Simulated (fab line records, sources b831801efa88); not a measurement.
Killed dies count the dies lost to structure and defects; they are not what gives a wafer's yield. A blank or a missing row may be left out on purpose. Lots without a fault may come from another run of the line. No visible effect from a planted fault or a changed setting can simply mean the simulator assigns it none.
fab line records + flow sky130
[record]
- lots = 12
- wafers = 36
- lastDay = 50
route steps=708 shown VT_ADJUST_LVTN@115 GATE_OXIDE@197 POLY_GATE@231 POLY_CUT@315
lots that met no fault: from a run of the same line without faults
startH: the number of hours between the record's first day and the start of the first shown wafer of the lot + waitH: hours elapsed since this lot's preceding step + " repeats the value in the row above + L1.1+2: a row that stands for several wafers + - value missing, or start not given + * or withheld: withheld + < > ~ a bound
route shown NAME@n: a module of which the file shows steps, and the number in the route of the first + usual: mean/standard deviation of fault-free wafers + same: alike in all rows + chamber/n: place in a boat + sites: readings site by site + _std_site: how widely they spread, as a standard deviation + _edge_site: mean of outer sites minus mean of inner sites + radiusMm: for every site, how far away it sits from the centre of the wafer + mask NAME#n: copy n + behind: the most recent tool/chamber to have shaped the wafer + hold: what put the lot on hold/how long, in hours/how the hold closed + device: names the non-switching transistor (n, p or np) + end of line: the route-end tests of the same wafers + for a step that has no rows: nothing shown but its recipe + killed: not the wafer's yield, but the dies lost to structure and defects at the first sort + map: shows each die of a wafer: x if killed, . if not, _ if none is there
set.NAME: the setting that was run; set.NAME@STEP: the one run at that earlier step + model.NAME: the simulator's own value behind a step, which no gauge read
steps of the route over a sample of lots; a table a step, a row a wafer
services: a tool's chamber out of use, with start hour (startH, from the record's first day; less than 0 if before it), hours out, and reason
[[steps]]
[step SKY_VT_ADJUST_LVTN_OVL_MEAS_18]
[usual]
- VT_ADJUST_LVTN_01_OVL = -1.0/1.4
| lot.wafer | tool       | chamber | startH | waitH | VT_ADJUST_LVTN_01_OVL[nm] |
|-----------|------------|---------|--------|-------|---------------------------|
| L199.1    | overlay-02 | -       | 184.20 | 0.1   | 1.7                       |
| L199.2    | "          | -       | "      | "     | 2.3                       |
| L199.4    | "          | -       | "      | "     | 1.5                       |
| L200.1    | overlay-01 | -       | 190.94 | 0.1   | -1.9                      |
| L200.2    | "          | -       | "      | "     | -1.0                      |
| L200.4    | "          | -       | "      | "     | -1.0                      |
| L201.1    | overlay-01 | -       | 196.50 | 0.1   | -0.4                      |
| L201.2    | "          | -       | "      | "     | 0.0                       |
| L201.5    | "          | -       | "      | "     | -0.9                      |
| L203.1    | overlay-02 | -       | 210.12 | 0.1   | -2.5                      |
| L203.5    | "          | -       | "      | "     | -1.8                      |
| L203.6    | "          | -       | "      | "     | -1.1                      |
| L204.2    | overlay-02 | -       | 221.06 | 0.1   | 0.9                       |
| L204.5    | "          | -       | "      | "     | 1.1                       |
| L204.6    | "          | -       | "      | "     | 1.2                       |
| L205.1    | overlay-01 | -       | 232.05 | 0.1   | -2.6                      |
| L205.4    | "          | -       | "      | "     | -3.0                      |
| L205.5    | "          | -       | "      | "     | -1.7                      |
| L206.4    | overlay-01 | -       | 234.59 | 0.1   | 1.0                       |
| L206.5    | "          | -       | "      | "     | 0.5                       |
| L206.6    | "          | -       | "      | "     | 0.7                       |
| L207.1    | overlay-01 | -       | 243.64 | 0.1   | -1.1                      |
| L207.3    | "          | -       | "      | "     | -0.5                      |
| L207.4    | "          | -       | "      | "     | -1.8                      |
| L208.1    | overlay-01 | -       | 248.14 | 0.1   | -3.0                      |
| L208.3    | "          | -       | "      | "     | -1.8                      |
| L208.4    | "          | -       | "      | "     | -3.4                      |
| L213.3    | overlay-01 | -       | 282.16 | 0.1   | -1.1                      |
| L213.4    | "          | -       | "      | "     | -1.2                      |
| L213.6    | "          | -       | "      | "     | -0.3                      |
| L215.2    | overlay-01 | -       | 297.40 | 0.1   | -3.0                      |
| L215.3    | "          | -       | "      | "     | -1.3                      |
| L215.6    | "          | -       | "      | "     | -2.9                      |
| L217.4    | overlay-01 | -       | 312.86 | 0.1   | -3.3                      |
| L217.5    | "          | -       | "      | "     | -3.3                      |
| L217.6    | "          | -       | "      | "     | -3.1                      |
[step SKY_GATE_OXIDE_OVL_MEAS_10]
[usual]
- GATE_OXIDE_OVL = 1.1/1.2
| lot.wafer | tool       | chamber | startH | waitH | GATE_OXIDE_OVL[nm] |
|-----------|------------|---------|--------|-------|--------------------|
| L199.1    | overlay-02 | -       | 337.19 | 0.1   | 2.7                |
| L199.2    | "          | -       | "      | "     | 2.0                |
| L199.4    | "          | -       | "      | "     | 2.8                |
| L200.1    | overlay-02 | -       | 346.15 | 0.1   | 0.8                |
| L200.2    | "          | -       | "      | "     | 0.9                |
| L200.4    | "          | -       | "      | "     | 1.0                |
| L201.1    | overlay-02 | -       | 350.81 | 0.1   | 0.8                |
| L201.2    | "          | -       | "      | "     | 1.9                |
| L201.5    | "          | -       | "      | "     | 1.5                |
| L203.1    | overlay-01 | -       | 374.09 | 0.1   | 1.2                |
| L203.5    | "          | -       | "      | "     | 0.2                |
| L203.6    | "          | -       | "      | "     | 2.6                |
| L204.2    | overlay-02 | -       | 383.45 | 0.1   | 3.2                |
| L204.5    | "          | -       | "      | "     | 0.8                |
| L204.6    | "          | -       | "      | "     | 2.0                |
| L205.1    | overlay-01 | -       | 393.61 | 0.1   | 0.7                |
| L205.4    | "          | -       | "      | "     | 1.4                |
| L205.5    | "          | -       | "      | "     | 0.5                |
| L206.4    | overlay-02 | -       | 393.72 | 0.1   | 1.7                |
| L206.5    | "          | -       | "      | "     | 3.4                |
| L206.6    | "          | -       | "      | "     | 2.6                |
| L207.1    | overlay-02 | -       | 409.56 | 0.1   | 0.2                |
| L207.3    | "          | -       | "      | "     | 1.4                |
| L207.4    | "          | -       | "      | "     | 1.6                |
| L208.1    | overlay-02 | -       | 448.74 | 0.1   | 0.6                |
| L208.3    | "          | -       | "      | "     | 1.3                |
| L208.4    | "          | -       | "      | "     | 1.7                |
| L213.3    | overlay-01 | -       | 456.92 | 0.1   | -0.6               |
| L213.4    | "          | -       | "      | "     | 0.1                |
| L213.6    | "          | -       | "      | "     | 0.6                |
| L215.2    | overlay-02 | -       | 471.81 | 0.1   | 2.0                |
| L215.3    | "          | -       | "      | "     | 2.3                |
| L215.6    | "          | -       | "      | "     | 2.9                |
| L217.4    | overlay-02 | -       | 490.37 | 0.1   | -1.7               |
| L217.5    | "          | -       | "      | "     | -2.0               |
| L217.6    | "          | -       | "      | "     | -1.1               |
[step SKY_POLY_GATE_ETCH_17]
[recipe]
- targetDepthNm = 180
- stopOn = SiO2
- overEtchFrac = 0.56667
- chemistry = HBr/Cl2
- target = poly-Si
- icpW = 400
- biasW = 100
- pressureMtorr = 10
- HBr_flow_sccm = 150
- Cl2_flow_sccm = 50
- timeS = 70.5
[usual]
- drypumpMotorCurrentA = 5.6/0.52
- oesProductAu = 0.988/0.0071
- runLengthS = 98.9/0.46
- throttleValvePct = 33.683/0.0078
| lot.wafer | tool     | chamber | startH | waitH | drypumpMotorCurrentA | oesProductAu | rfHoursCounterH | runLengthS | throttleValvePct |
|-----------|----------|---------|--------|-------|----------------------|--------------|-----------------|------------|------------------|
| L199.1    | rieSi-02 | 0       | 416.95 | 0.0   | 6.2                  | 1.001        | 1               | 98.9       | 33.673           |
| L199.2    | "        | 2       | "      | "     | 4.9                  | 0.998        | 24              | 98.0       | 33.680           |
| L199.4    | "        | 1       | "      | "     | 6.4                  | 0.983        | 48              | 99.6       | 33.688           |
| L200.1    | rieSi-01 | 2       | 417.30 | 0.0   | 4.9                  | 0.976        | 0               | 98.8       | 33.680           |
| L200.2    | "        | 0       | "      | "     | 5.2                  | 0.982        | 1               | 99.2       | 33.681           |
| L200.4    | "        | 1       | "      | "     | 5.9                  | 0.984        | 25              | 99.3       | 33.689           |
| L201.1    | rieSi-02 | 3       | 417.72 | 0.0   | 5.5                  | 0.990        | 1               | 98.6       | 33.682           |
| L201.2    | "        | 1       | "      | "     | 6.4                  | 0.990        | 48              | 99.5       | 33.678           |
| L201.5    | "        | 1       | "      | "     | 6.4                  | 0.979        | -               | 98.9       | 33.684           |
| L203.1    | rieSi-02 | 1       | 439.60 | 0.0   | 6.4                  | 0.976        | 48              | 98.9       | 33.688           |
| L203.5    | "        | 3       | "      | "     | 5.4                  | 0.987        | -               | 98.6       | 33.689           |
| L203.6    | "        | 0       | "      | "     | 6.2                  | 1.006        | -               | 98.6       | 33.683           |
| L204.2    | rieSi-01 | 3       | 447.84 | 0.0   | 5.6                  | 0.993        | 26              | 99.1       | 33.687           |
| L204.5    | "        | 0       | "      | "     | 5.2                  | 0.988        | -               | 98.5       | 33.676           |
| L204.6    | "        | 1       | "      | "     | 5.9                  | 0.994        | -               | 99.3       | 33.678           |
| L206.4    | rieSi-01 | 1       | 462.70 | 0.0   | 5.9                  | 0.977        | 25              | 99.4       | 33.691           |
| L206.5    | "        | 1       | "      | "     | 5.9                  | 0.990        | -               | 99.4       | 33.679           |
| L206.6    | "        | 0       | "      | "     | 5.2                  | 0.991        | -               | 98.7       | 33.681           |
| L205.1    | rieSi-02 | 2       | 463.38 | 0.0   | 4.9                  | 0.995        | 25              | 98.2       | 33.693           |
| L205.4    | "        | 1       | "      | "     | 6.4                  | 0.993        | 49              | 99.2       | 33.678           |
| L205.5    | "        | 3       | "      | "     | 5.4                  | 0.998        | -               | 98.5       | 33.686           |
| L207.1    | rieSi-02 | 2       | 477.03 | 0.0   | 4.8                  | 0.992        | 25              | 98.0       | 33.674           |
| L207.3    | "        | 1       | "      | "     | 6.4                  | 0.978        | 49              | 99.1       | 33.695           |
| L207.4    | "        | 0       | "      | "     | 6.2                  | 0.987        | 2               | 98.7       | 33.669           |
| L208.1    | rieSi-01 | 1       | 515.59 | 0.0   | 6.0                  | 0.993        | 25              | 99.3       | 33.690           |
| L208.3    | "        | 0       | "      | "     | 5.2                  | 0.988        | 1               | 98.5       | 33.685           |
| L208.4    | "        | 3       | "      | "     | 5.5                  | 0.983        | 26              | 99.3       | 33.673           |
| L213.3    | rieSi-01 | 3       | 523.52 | 0.0   | 5.6                  | 0.905        | 26              | 111.3      | 33.678           |
| L213.4    | "        | 0       | "      | "     | 5.2                  | 0.986        | 1               | 98.9       | 33.694           |
| L213.6    | "        | 3       | "      | "     | 5.6                  | 0.890        | -               | 111.5      | 33.677           |
| L215.2    | rieSi-02 | 0       | 539.33 | 0.0   | 6.2                  | 0.989        | 2               | 98.6       | 33.688           |
| L215.3    | "        | 3       | "      | "     | 5.4                  | 0.982        | 1               | 98.3       | 33.688           |
| L215.6    | "        | 3       | "      | "     | 5.4                  | 0.986        | -               | 98.3       | 33.678           |
| L217.4    | rieSi-02 | 1       | 557.38 | 0.0   | 6.4                  | 0.976        | 0               | 99.3       | 33.690           |
| L217.5    | "        | 1       | "      | "     | 6.4                  | 0.978        | -               | 99.0       | 33.685           |
| L217.6    | "        | 0       | "      | "     | 6.2                  | 0.988        | -               | 99.5       | 33.683           |
[step SKY_POLY_GATE_STRIP_18]
[recipe]
- chemistry = O2/N2
- powerW = 1400
- pressureMtorr = 1500
- platenTempC = withheld
- o2FlowSccm = 3000
- n2FlowSccm = 300
- overashFraction = 0.5
[usual]
- drypumpMotorCurrentA = 5.6/0.34
- n2FlowSccm = 299.9/0.92
- oesProductAu = 0.361/0.0045
- stripTimeToEndpointS = 3.161/0.028
| lot.wafer | tool           | chamber | startH | waitH | drypumpMotorCurrentA | n2FlowSccm | oesProductAu | rfHoursCounterH | stripTimeToEndpointS |
|-----------|----------------|---------|--------|-------|----------------------|------------|--------------|-----------------|----------------------|
| L199.1    | plasmaAsher-01 | 0       | 417.01 | 0.0   | 5.1                  | 300.4      | 0.363        | 57              | 3.140                |
| L199.2    | "              | 1       | "      | "     | 5.1                  | 299.7      | 0.361        | 57              | 3.175                |
| L199.4    | "              | 0       | "      | "     | 5.1                  | 302.0      | 0.359        | -               | 3.136                |
| L200.1    | plasmaAsher-02 | 0       | 417.36 | 0.0   | 5.7                  | 299.4      | 0.361        | 71              | 3.202                |
| L200.2    | "              | 1       | "      | "     | 6.1                  | 299.5      | 0.361        | 71              | 3.190                |
| L200.4    | "              | 0       | "      | "     | 5.7                  | 300.4      | 0.364        | -               | 3.162                |
| L201.1    | plasmaAsher-01 | 0       | 417.78 | 0.0   | 5.1                  | 298.6      | 0.361        | 57              | 3.173                |
| L201.2    | "              | 1       | "      | "     | 5.2                  | 301.1      | 0.365        | 57              | 3.168                |
| L201.5    | "              | 0       | "      | "     | 5.1                  | 299.1      | 0.359        | -               | 3.200                |
| L203.1    | plasmaAsher-04 | 0       | 439.66 | 0.0   | 5.7                  | 299.9      | 0.364        | 78              | 3.197                |
| L203.5    | "              | 0       | "      | "     | 5.7                  | 299.4      | 0.362        | -               | 3.163                |
| L203.6    | "              | 1       | "      | "     | 5.6                  | 299.9      | 0.359        | -               | 3.194                |
| L204.2    | plasmaAsher-02 | 0       | 447.89 | 0.0   | 5.7                  | 300.6      | 0.364        | 1               | 3.127                |
| L204.5    | "              | 0       | "      | "     | 5.7                  | 301.2      | 0.361        | -               | 3.174                |
| L204.6    | "              | 1       | "      | "     | 6.1                  | 301.2      | 0.361        | -               | 3.133                |
| L206.4    | plasmaAsher-01 | 0       | 462.79 | 0.1   | 5.1                  | 300.0      | 0.363        | -               | 3.131                |
| L206.5    | "              | 1       | "      | "     | 5.2                  | 300.0      | 0.362        | -               | 3.108                |
| L206.6    | "              | 0       | "      | "     | 5.1                  | 301.3      | 0.363        | -               | 3.141                |
| L205.1    | plasmaAsher-04 | 0       | 463.43 | 0.0   | 5.7                  | 299.7      | 0.360        | 80              | 3.134                |
| L205.4    | "              | 0       | "      | "     | 5.8                  | 299.8      | 0.358        | -               | 3.175                |
| L205.5    | "              | 0       | "      | "     | 5.7                  | 300.1      | 0.371        | -               | 3.155                |
| L207.1    | plasmaAsher-04 | 1       | 477.08 | 0.0   | 5.6                  | 301.5      | 0.352        | 82              | 3.134                |
| L207.3    | "              | 1       | "      | "     | 5.6                  | 301.7      | 0.352        | -               | 3.177                |
| L207.4    | "              | 0       | "      | "     | 5.7                  | 301.2      | 0.371        | -               | 3.113                |
| L208.1    | plasmaAsher-04 | 1       | 515.64 | 0.0   | 5.6                  | 300.1      | 0.366        | 85              | 3.173                |
| L208.3    | "              | 1       | "      | "     | 5.6                  | 298.9      | 0.360        | -               | 3.161                |
| L208.4    | "              | 0       | "      | "     | 5.7                  | 299.4      | 0.364        | -               | 3.096                |
| L213.3    | plasmaAsher-04 | 0       | 523.61 | 0.1   | 5.7                  | 300.6      | 0.363        | -               | 2.986                |
| L213.4    | "              | 1       | "      | "     | 5.5                  | 298.1      | 0.359        | -               | 3.186                |
| L213.6    | "              | 0       | "      | "     | 5.7                  | 300.6      | 0.358        | -               | 2.995                |
| L215.2    | plasmaAsher-04 | 0       | 539.38 | 0.0   | 5.7                  | 300.3      | 0.358        | 88              | 3.165                |
| L215.3    | "              | 0       | "      | "     | 5.7                  | 300.9      | 0.362        | -               | 3.144                |
| L215.6    | "              | 0       | "      | "     | 5.7                  | 301.1      | 0.363        | -               | 3.173                |
| L217.4    | plasmaAsher-01 | 1       | 557.47 | 0.1   | 5.1                  | 300.4      | 0.359        | -               | 3.195                |
| L217.5    | "              | 0       | "      | "     | 5.1                  | 298.8      | 0.367        | -               | 3.193                |
| L217.6    | "              | 1       | "      | "     | 5.2                  | 299.3      | 0.361        | -               | 3.155                |
[step SKY_POLY_CUT_CD_MEAS_08]
[recipe]
- targetCdNm = 270
[usual]
- cdNm = 269.9/1.4
| lot.wafer | tool     | chamber | startH | waitH | cdNm  |
|-----------|----------|---------|--------|-------|-------|
| L200.1    | cdSem-02 | -       | 604.91 | -     | 269.6 |
| L200.2    | "        | -       | "      | "     | 269.0 |
| L200.4    | "        | -       | "      | "     | 269.3 |
| L201.1    | cdSem-02 | -       | 605.26 | -     | 269.8 |
| L201.2    | "        | -       | "      | "     | 272.4 |
| L201.5    | "        | -       | "      | "     | 270.6 |
| L199.1    | cdSem-01 | -       | 605.44 | -     | 270.4 |
| L199.2    | "        | -       | "      | "     | 270.0 |
| L199.4    | "        | -       | "      | "     | 268.7 |
| L203.1    | cdSem-02 | -       | 624.54 | -     | 268.6 |
| L203.5    | "        | -       | "      | "     | 268.3 |
| L203.6    | "        | -       | "      | "     | 268.9 |
| L204.2    | cdSem-01 | -       | 634.06 | -     | 270.8 |
| L204.5    | "        | -       | "      | "     | 270.0 |
| L204.6    | "        | -       | "      | "     | 270.9 |
| L206.4    | cdSem-01 | -       | 647.10 | -     | 268.4 |
| L206.5    | "        | -       | "      | "     | 269.1 |
| L206.6    | "        | -       | "      | "     | 270.8 |
| L205.1    | cdSem-02 | -       | 647.99 | -     | 268.4 |
| L205.4    | "        | -       | "      | "     | 270.2 |
| L205.5    | "        | -       | "      | "     | 269.6 |
| L207.1    | cdSem-01 | -       | 659.54 | -     | 268.7 |
| L207.3    | "        | -       | "      | "     | 268.6 |
| L207.4    | "        | -       | "      | "     | 268.9 |
| L208.1    | cdSem-01 | -       | 695.10 | -     | 270.0 |
| L208.3    | "        | -       | "      | "     | 270.8 |
| L208.4    | "        | -       | "      | "     | 271.0 |
| L213.3    | cdSem-01 | -       | 700.08 | -     | 269.7 |
| L213.4    | "        | -       | "      | "     | 271.0 |
| L213.6    | "        | -       | "      | "     | 270.1 |
| L215.2    | cdSem-01 | -       | 716.42 | -     | 269.7 |
| L215.3    | "        | -       | "      | "     | 270.6 |
| L215.6    | "        | -       | "      | "     | 269.4 |
| L217.4    | cdSem-02 | -       | 732.92 | -     | 270.2 |
| L217.5    | "        | -       | "      | "     | 273.1 |
| L217.6    | "        | -       | "      | "     | 272.6 |
[[services]]
| tool           | chamber | startH | hours | kind          |
|----------------|---------|--------|-------|---------------|
| plasmaAsher-02 | -       | 412.60 | 1.0   | repair        |
| plasmaAsher-04 | -       | 416.76 | 3.5   | repair        |
| plasmaAsher-02 | -       | 421.30 | 9.0   | pm            |
| plasmaAsher-02 | 0       | 421.30 | 9.0   | ventCycle     |
| plasmaAsher-02 | 1       | 421.30 | 9.0   | ventCycle     |
| plasmaAsher-02 | 0       | 430.30 | -     | clean         |
| plasmaAsher-02 | 1       | 430.30 | -     | clean         |
| rieSi-01       | 2       | 446.11 | 4.3   | repair        |
| rieSi-02       | -       | 470.16 | 2.8   | pm            |
| plasmaAsher-01 | -       | 474.35 | 0.6   | repair        |
| rieSi-01       | 2       | 491.41 | 5.6   | repair        |
| rieSi-01       | -       | 506.39 | 2.8   | pm            |
| rieSi-02       | 1       | 536.84 | 4.1   | repair        |
| rieSi-01       | 2       | 538.69 | 1.2   | repair        |
| rieSi-02       | 1       | 540.94 | -     | clean         |
| rieSi-02       | 1       | 540.94 | 15.7  | scheduledDown |
| rieSi-02       | 1       | 540.94 | 15.7  | ventCycle     |
| rieSi-01       | 3       | 552.26 | 5.5   | repair        |
[[key]]
[firstSign]
- step = SKY_POLY_GATE_ETCH_17
- reading = runLengthS
- direction = up
- sigmas = 27
- usual = *
- struck = *
[effect]
- step = SKY_POLY_GATE_ETCH_17
- reading = oesProductAu
- direction = down
- sigmas = 13
- usual = 0.988
- struck = 0.897
[effect]
- step = SKY_POLY_GATE_STRIP_18
- reading = stripTimeToEndpointS
- direction = down
- sigmas = 6.1
- usual = *
- struck = *
metAt SKY_POLY_GATE_ETCH_17
struckLots L213
struckWafers L213.3,L213.6
testerLeftOut L213
notActingAt SKY_VT_ADJUST_LVTN_OVL_MEAS_18,SKY_GATE_OXIDE_OVL_MEAS_10,SKY_POLY_CUT_CD_MEAS_08
onsetBetween 515.59 523.52
[fault]
- kind = processParameterDrift
- tool = rieSi-01
- chamber = 3
- onsetH = 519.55
- steps = SKY_POLY_GATE_ETCH_17
- channel = timeS
- offset = *
- shape = step
- endH = 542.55
- actsIn = *
- stated = *
// testerLeftOut: of these lots the tester's yield and bins aren't shown, on N5 and GAA mostly nor the transistor test; their killed dies are dies lost to structure and defects alone, not to doping, threshold or leakage, so they don't give the yield
